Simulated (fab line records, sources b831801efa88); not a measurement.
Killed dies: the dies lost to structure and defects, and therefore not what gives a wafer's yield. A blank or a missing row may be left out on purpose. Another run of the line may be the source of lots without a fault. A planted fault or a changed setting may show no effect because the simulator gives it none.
Which tool was responsible? || flow gf180mcu || 11 lots with 33 wafers sampled at 4 steps, on a route of 602 steps

WHAT EACH GAUGE READ, for each wafer
GF_PSD_RS_MEAS_14: measurement is done with a four-point probe.
{"lot": "L620", "measured": "day 14 05:19", "on": "film-metro-02", "NSD_RS (ohm/sq)": "46.12 46.14 46.08"}
{"lot": "L621", "measured": "day 14 15:12", "on": "film-metro-01", "NSD_RS (ohm/sq)": "46.13 46.24 46.31"}
{"lot": "L628", "measured": "day 17 02:24", "on": "film-metro-03", "NSD_RS (ohm/sq)": "46.13 46.00 46.13"}
{"lot": "L630", "measured": "day 17 16:20", "on": "film-metro-03", "NSD_RS (ohm/sq)": "46.08 46.12 46.10"}
{"lot": "L631", "measured": "day 18 07:28", "on": "film-metro-01", "NSD_RS (ohm/sq)": "46.15 46.19 46.22"}
{"lot": "L632", "measured": "day 18 14:49", "on": "film-metro-02", "NSD_RS (ohm/sq)": "46.24 46.15 46.24"}
{"lot": "L633", "measured": "day 19 07:51", "on": "film-metro-02", "NSD_RS (ohm/sq)": "46.10 46.27 46.14"}
{"lot": "L637", "measured": "day 20 07:14", "on": "film-metro-01", "NSD_RS (ohm/sq)": "46.07 46.11 46.00"}
{"lot": "L638", "measured": "day 20 12:55", "on": "film-metro-01", "NSD_RS (ohm/sq)": "44.88 44.81 44.89 44.86 44.81 44.82"}
{"lot": "L639", "measured": "day 20 20:46", "on": "film-metro-01", "NSD_RS (ohm/sq)": "44.81 44.86 44.81 44.77 44.82 44.80"}
{"lot": "L643", "measured": "day 22 11:19", "on": "film-metro-01", "NSD_RS (ohm/sq)": "46.25 46.21 46.29"}

WHAT TOOL EACH LOT RAN ON (gives the tool, then ch and the chambers of the sampled wafers, and finally the start)
{"lot": "L620", "GF_NSD_IMPLANT_09": "implanter-04 ch 0, day 13 08:22", "GF_NSD_STRIP_11": "plasma-asher-01 ch 1, day 13 08:38", "GF_PSD_RTA_13": "rtp-anneal-02 ch 0, day 14 05:14"}
{"lot": "L621", "GF_NSD_IMPLANT_09": "implanter-03 ch 0, day 13 17:53", "GF_NSD_STRIP_11": "plasma-asher-01 ch 0,1, day 13 18:10", "GF_PSD_RTA_13": "rtp-anneal-01 ch 0, day 14 15:07"}
{"lot": "L628", "GF_NSD_IMPLANT_09": "implanter-04 ch 0, day 16 02:05", "GF_NSD_STRIP_11": "plasma-asher-02 ch 0, day 16 02:22", "GF_PSD_RTA_13": "rtp-anneal-02 ch 0, day 17 02:19"}
{"lot": "L630", "GF_NSD_IMPLANT_09": "implanter-04 ch 0, day 16 16:20", "GF_NSD_STRIP_11": "plasma-asher-02 ch 0,1, day 16 16:38", "GF_PSD_RTA_13": "rtp-anneal-01 ch 0, day 17 16:15"}
{"lot": "L631", "GF_NSD_IMPLANT_09": "implanter-03 ch 0, day 17 07:25", "GF_NSD_STRIP_11": "plasma-asher-03 ch 0,1, day 17 07:42", "GF_PSD_RTA_13": "rtp-anneal-02 ch 0, day 18 07:22"}
{"lot": "L632", "GF_NSD_IMPLANT_09": "implanter-03 ch 0, day 17 13:49", "GF_NSD_STRIP_11": "plasma-asher-01 ch 0,1, day 17 14:05", "GF_PSD_RTA_13": "rtp-anneal-01 ch 0, day 18 14:44"}
{"lot": "L633", "GF_NSD_IMPLANT_09": "implanter-03 ch 0, day 18 06:49", "GF_NSD_STRIP_11": "plasma-asher-02 ch 0,1, day 18 07:07", "GF_PSD_RTA_13": "rtp-anneal-02 ch 0, day 19 07:46"}
{"lot": "L637", "GF_NSD_IMPLANT_09": "implanter-01 ch 0, day 19 06:17", "GF_NSD_STRIP_11": "plasma-asher-03 ch 0,1, day 19 06:35", "GF_PSD_RTA_13": "rtp-anneal-02 ch 0, day 20 07:09"}
{"lot": "L638", "GF_NSD_IMPLANT_09": "implanter-03 ch 0, day 19 11:41", "GF_NSD_STRIP_11": "plasma-asher-03 ch 0,1, day 19 11:58", "GF_PSD_RTA_13": "rtp-anneal-01 ch 0, day 20 12:50"}
{"lot": "L639", "GF_NSD_IMPLANT_09": "implanter-03 ch 0, day 19 19:52", "GF_NSD_STRIP_11": "plasma-asher-01 ch 0,1, day 19 20:08", "GF_PSD_RTA_13": "rtp-anneal-01 ch 0, day 20 20:41"}
{"lot": "L643", "GF_NSD_IMPLANT_09": "implanter-01 ch 0, day 21 11:37", "GF_NSD_STRIP_11": "plasma-asher-01 ch 0,1, day 21 11:53", "GF_PSD_RTA_13": "rtp-anneal-01 ch 0, day 22 11:14"}
- GF_NSD_IMPLANT_09
- GF_NSD_STRIP_11: strips in O2/N2.
- GF_PSD_RTA_13: time 20 s.

THE ANSWER, worked out from the rows above alone
Rule: the lots themselves supply what counts as usual. The widest of any qualifying gaps counts: lots, ordered by their means at a reading, are off when they make up no more than a third of the lots, leave a main group of 4 or more, and stand apart from it by 3 or more times the standard deviation of that group's means. Not used: any main group whose means are identical at the precision the tables above print for the reading. Also off: a lot with no number at a reading for which 4 or more lots have one. The other lots that the step has rows for count as sound.
Off: L638, L639, seen at GF_PSD_RS_MEAS_14 (NSD_RS). Mean 46.16 ohm/sq and standard deviation 0.064 in the main group.
If a tool, at a process step before that reading, ran all the lots that are off and no sound lot after the first of them, it fits. Gauges at GF_PSD_RS_MEAS_14: tried the same way as those tools. One candidate fits, namely implanter-03 at GF_NSD_IMPLANT_09. A fault onset in the window from L633 (day 18 06:49, its last sound lot) to L638 (day 19 11:41, its first lot off) fits.

WHAT THE SIMULATOR PUT IN
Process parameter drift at GF_NSD_IMPLANT_09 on implanter-03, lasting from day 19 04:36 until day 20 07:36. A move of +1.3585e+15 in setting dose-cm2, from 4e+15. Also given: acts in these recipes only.
Shown lots that were struck: L638, L639. The rule above found the same.
